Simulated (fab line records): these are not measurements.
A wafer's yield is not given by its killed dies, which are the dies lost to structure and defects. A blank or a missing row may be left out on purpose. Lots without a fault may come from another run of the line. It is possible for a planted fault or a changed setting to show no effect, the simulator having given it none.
Which tool was responsible? :: flow sky130 :: Sampling: 15 lots, 43 wafers, 5 of 708 route steps

## WHAT THE GAUGES SHOWED, per wafer
SKY_VT_ADJUST_HVTP_TW_MEAS_11.
lot: L893
measured: day 6 08:40
on: film metro-02
VT_ADJUST_HVTP_TW: 1364 1356 1360

lot: L894
measured: day 6 15:56
on: film metro-04
VT_ADJUST_HVTP_TW: 1349 1348 1345

lot: L895
measured: day 6 22:26
on: film metro-03
VT_ADJUST_HVTP_TW: 1349 1346 1342

lot: L896
measured: day 7 05:52
on: film metro-03
VT_ADJUST_HVTP_TW: 1360 1359 1369

lot: L897
measured: day 7 11:25
on: film metro-04
VT_ADJUST_HVTP_TW: 1340 1344 1336

lot: L899
measured: day 7 23:52
on: film metro-02
VT_ADJUST_HVTP_TW: 1355 1341 1348

lot: L900
measured: day 8 04:31
on: film metro-02
VT_ADJUST_HVTP_TW: 1361 1366 1366

lot: L902
measured: day 8 18:18
on: film metro-03
VT_ADJUST_HVTP_TW: 1360 1369 1365

lot: L903
measured: day 8 23:34
on: film metro-03
VT_ADJUST_HVTP_TW: 1361 1368 1362

lot: L904
measured: day 9 05:45
on: film metro-03
VT_ADJUST_HVTP_TW: 1352 1350 1354

lot: L905
measured: day 9 12:13
on: film metro-02
VT_ADJUST_HVTP_TW: 1352 1357 1353

lot: L906
measured: day 9 20:20
on: film metro-02
VT_ADJUST_HVTP_TW: 1364 1348 1352

lot: L913
measured: day 11 10:29
on: film metro-03
VT_ADJUST_HVTP_TW: 1351 1354

lot: L914
measured: day 11 18:55
on: film metro-03
VT_ADJUST_HVTP_TW: 1345 1348

lot: L915
measured: day 12 03:05
on: film metro-04
VT_ADJUST_HVTP_TW: 1344 1346 1345

SKY_VT_ADJUST_LVTN_OVL_MEAS_18.
lot: L893
measured: day 8 00:13
on: overlay-02
VT_ADJUST_LVTN_01_OVL (nm): -1.0 -1.5 -1.6

lot: L894
measured: day 8 07:29
on: overlay-01
VT_ADJUST_LVTN_01_OVL (nm): 2.2 1.4 2.2

lot: L895
measured: day 8 13:56
on: overlay-02
VT_ADJUST_LVTN_01_OVL (nm): -0.3 -0.4 -1.7

lot: L896
measured: day 8 21:35
on: overlay-02
VT_ADJUST_LVTN_01_OVL (nm): 0.7 0.8 2.9

lot: L897
measured: day 9 03:35
on: overlay-01
VT_ADJUST_LVTN_01_OVL (nm): 1.5 1.6 0.4

lot: L899
measured: day 9 17:07
on: overlay-01
VT_ADJUST_LVTN_01_OVL (nm): 0.7 0.3 1.5

lot: L900
measured: day 9 22:37
on: overlay-01
VT_ADJUST_LVTN_01_OVL (nm): 0.9 0.8 1.1

lot: L902
measured: day 10 13:44
on: overlay-02
VT_ADJUST_LVTN_01_OVL (nm): 0.8 -0.5 -0.7

lot: L903
measured: day 10 18:46
on: overlay-02
VT_ADJUST_LVTN_01_OVL (nm): 0.3 -0.3 -0.1

lot: L904
measured: day 11 00:20
on: overlay-02
VT_ADJUST_LVTN_01_OVL (nm): -1.6 0.2 -3.3

lot: L905
measured: day 11 07:43
on: overlay-01
VT_ADJUST_LVTN_01_OVL (nm): -1.4 -1.2 -1.8

lot: L906
measured: day 11 16:14
on: overlay-02
VT_ADJUST_LVTN_01_OVL (nm): 3.5 0.3 1.0

lot: L913
measured: day 13 10:54
on: overlay-02
VT_ADJUST_LVTN_01_OVL (nm): 0.5 1.8

lot: L914
measured: day 13 21:29
on: overlay-02
VT_ADJUST_LVTN_01_OVL (nm): 1.3 -0.6

lot: L915
measured: day 14 06:05
on: overlay-02
VT_ADJUST_LVTN_01_OVL (nm): -1.0 0.5 -1.3

SKY_GATE_OXIDE_TW_MEAS_14.
lot: L893
measured: day 14 03:26
on: film metro-03
GATE_OXIDE_TW: 223.2 224.4 225.1

lot: L894
measured: day 14 11:37
on: film metro-01
GATE_OXIDE_TW: 224.4 225.2 224.3

lot: L895
measured: day 14 16:46
on: film metro-03
GATE_OXIDE_TW: 223.8 224.5 223.7

lot: L896
measured: day 15 05:07
on: film metro-03
GATE_OXIDE_TW: 223.9 223.3 223.8

lot: L897
measured: day 15 13:58
on: film metro-03
GATE_OXIDE_TW: 222.4 224.1 224.1

lot: L899
measured: day 16 03:13
on: film metro-01
GATE_OXIDE_TW: 224.8 224.8 224.6

lot: L900
measured: day 16 11:52
on: film metro-01
GATE_OXIDE_TW: 224.6 226.1 225.2

lot: L902
measured: day 17 06:58
on: film metro-04
GATE_OXIDE_TW: 223.0 223.3 222.3

lot: L903
measured: day 17 17:28
on: film metro-04
GATE_OXIDE_TW: 223.1 222.6 222.8

lot: L904
measured: day 17 23:07
on: film metro-01
GATE_OXIDE_TW: 225.1 224.3 225.9

lot: L905
measured: day 18 12:07
on: film metro-04
GATE_OXIDE_TW: 223.2 222.2 222.2

lot: L906
measured: day 18 23:04
on: film metro-03
GATE_OXIDE_TW: 225.7 223.9 225.9

lot: L913
measured: day 21 05:05
on: film metro-01
GATE_OXIDE_TW: 223.2 217.9

lot: L914
measured: day 21 13:50
on: film metro-04
GATE_OXIDE_TW: 223.1 215.0

lot: L915
measured: day 21 22:43
on: film metro-01
GATE_OXIDE_TW: 224.9 225.9 218.0

## EACH LOT AND THE TOOL THAT RAN IT (in order: tool; ch and the chambers of the sampled wafers; start)
lot: L893
SKY_NWELL_RTA_28: rtp anneal-02 ch 0, day 5 13:27
SKY_GATE_OXIDE_IMPLANT_11: implanter-03 ch 0, day 14 03:06

lot: L894
SKY_NWELL_RTA_28: rtp anneal-01 ch 0, day 5 20:37
SKY_GATE_OXIDE_IMPLANT_11: implanter-02 ch 0, day 14 11:16

lot: L895
SKY_NWELL_RTA_28: rtp anneal-01 ch 0, day 6 02:28
SKY_GATE_OXIDE_IMPLANT_11: implanter-02 ch 0, day 14 16:24

lot: L896
SKY_NWELL_RTA_28: rtp anneal-01 ch 0, day 6 09:55
SKY_GATE_OXIDE_IMPLANT_11: implanter-02 ch 0, day 15 04:45

lot: L897
SKY_NWELL_RTA_28: rtp anneal-02 ch 0, day 6 14:31
SKY_GATE_OXIDE_IMPLANT_11: implanter-02 ch 0, day 15 13:36

lot: L899
SKY_NWELL_RTA_28: rtp anneal-01 ch 0, day 7 03:01
SKY_GATE_OXIDE_IMPLANT_11: implanter-02 ch 0, day 16 02:52

lot: L900
SKY_NWELL_RTA_28: rtp anneal-02 ch 0, day 7 08:28
SKY_GATE_OXIDE_IMPLANT_11: implanter-03 ch 0, day 16 11:31

lot: L902
SKY_NWELL_RTA_28: rtp anneal-01 ch 0, day 7 21:08
SKY_GATE_OXIDE_IMPLANT_11: implanter-02 ch 0, day 17 06:38

lot: L903
SKY_NWELL_RTA_28: rtp anneal-02 ch 0, day 8 01:37
SKY_GATE_OXIDE_IMPLANT_11: implanter-04 ch 0, day 17 17:07

lot: L904
SKY_NWELL_RTA_28: rtp anneal-01 ch 0, day 8 07:38
SKY_GATE_OXIDE_IMPLANT_11: implanter-02 ch 0, day 17 22:47

lot: L905
SKY_NWELL_RTA_28: rtp anneal-01 ch 0, day 8 13:46
SKY_GATE_OXIDE_IMPLANT_11: implanter-03 ch 0, day 18 11:45

lot: L906
SKY_NWELL_RTA_28: rtp anneal-01 ch 0, day 8 22:28
SKY_GATE_OXIDE_IMPLANT_11: implanter-02 ch 0, day 18 22:43

lot: L913
SKY_NWELL_RTA_28: rtp anneal-01 ch 0, day 10 12:09
SKY_GATE_OXIDE_IMPLANT_11: implanter-02 ch 0, day 21 04:45

lot: L914
SKY_NWELL_RTA_28: rtp anneal-01 ch 0, day 10 19:09
SKY_GATE_OXIDE_IMPLANT_11: implanter-02 ch 0, day 21 13:28

lot: L915
SKY_NWELL_RTA_28: rtp anneal-02 ch 0, day 11 03:12
SKY_GATE_OXIDE_IMPLANT_11: implanter-02 ch 0, day 21 22:22
- SKY_NWELL_RTA_28: time 30 s.
- SKY_GATE_OXIDE_IMPLANT_11

## AS READ BY THE TOOLS THEMSELVES (means over the sampled wafers that have a number; for cases with no such wafer, the mark the record gives instead)
SKY_NWELL_RTA_28.
lot: L893
tool: rtp anneal-02
lamp power pct (%): 25.30
wafer_temp_C_max: 1054.9

lot: L894
tool: rtp anneal-01
lamp power pct (%): 25.36
wafer_temp_C_max: 1054.1

lot: L895
tool: rtp anneal-01
lamp power pct (%): 25.31
wafer_temp_C_max: 1054.9

lot: L896
tool: rtp anneal-01
lamp power pct (%): 25.30
wafer_temp_C_max: 1054.4

lot: L897
tool: rtp anneal-02
lamp power pct (%): 25.27
wafer_temp_C_max: 1054.0

lot: L899
tool: rtp anneal-01
lamp power pct (%): 25.25
wafer_temp_C_max: 1054.5

lot: L900
tool: rtp anneal-02
lamp power pct (%): 25.26
wafer_temp_C_max: 1055.5

lot: L902
tool: rtp anneal-01
lamp power pct (%): 25.34
wafer_temp_C_max: 1054.8

lot: L903
tool: rtp anneal-02
lamp power pct (%): 25.33
wafer_temp_C_max: 1053.9

lot: L904
tool: rtp anneal-01
lamp power pct (%): 25.30
wafer_temp_C_max: 1054.0

lot: L905
tool: rtp anneal-01
lamp power pct (%): 25.33
wafer_temp_C_max: 1055.1

lot: L906
tool: rtp anneal-01
lamp power pct (%): 25.35
wafer_temp_C_max: 1054.0

lot: L913
tool: rtp anneal-01
lamp power pct (%): 25.30
wafer_temp_C_max: 1055.8

lot: L914
tool: rtp anneal-01
lamp power pct (%): 25.34
wafer_temp_C_max: 1054.8

lot: L915
tool: rtp anneal-02
lamp power pct (%): 25.31
wafer_temp_C_max: 1054.7

## THE ANSWER, worked out from the rows above alone
Rule: the lots themselves supply what counts as usual. Put in order of their means at a reading, lots are off if they are a third of the lots or fewer, leave a main group of 4 or more, and stand apart from it by a gap of 3 or more times the standard deviation of the main group's means; of several such gaps the widest counts. A main group whose means are all the same, to the digits that the tables above print for the reading, isn't used. Also off: a lot with no number at a reading for which 4 or more lots have one. Any other lot the step has rows for is counted as sound. Order of review: gauges by route order, followed by the tools' own readings, for which a lot's mean as printed above is used. The first step at which some lot is off is used, and at that step the reading that is off furthest; a lot without a number counts as furthest.
Nothing can be told from this: no lot is off at any reading shown.

## WHAT THE SIMULATOR HAD PUT IN
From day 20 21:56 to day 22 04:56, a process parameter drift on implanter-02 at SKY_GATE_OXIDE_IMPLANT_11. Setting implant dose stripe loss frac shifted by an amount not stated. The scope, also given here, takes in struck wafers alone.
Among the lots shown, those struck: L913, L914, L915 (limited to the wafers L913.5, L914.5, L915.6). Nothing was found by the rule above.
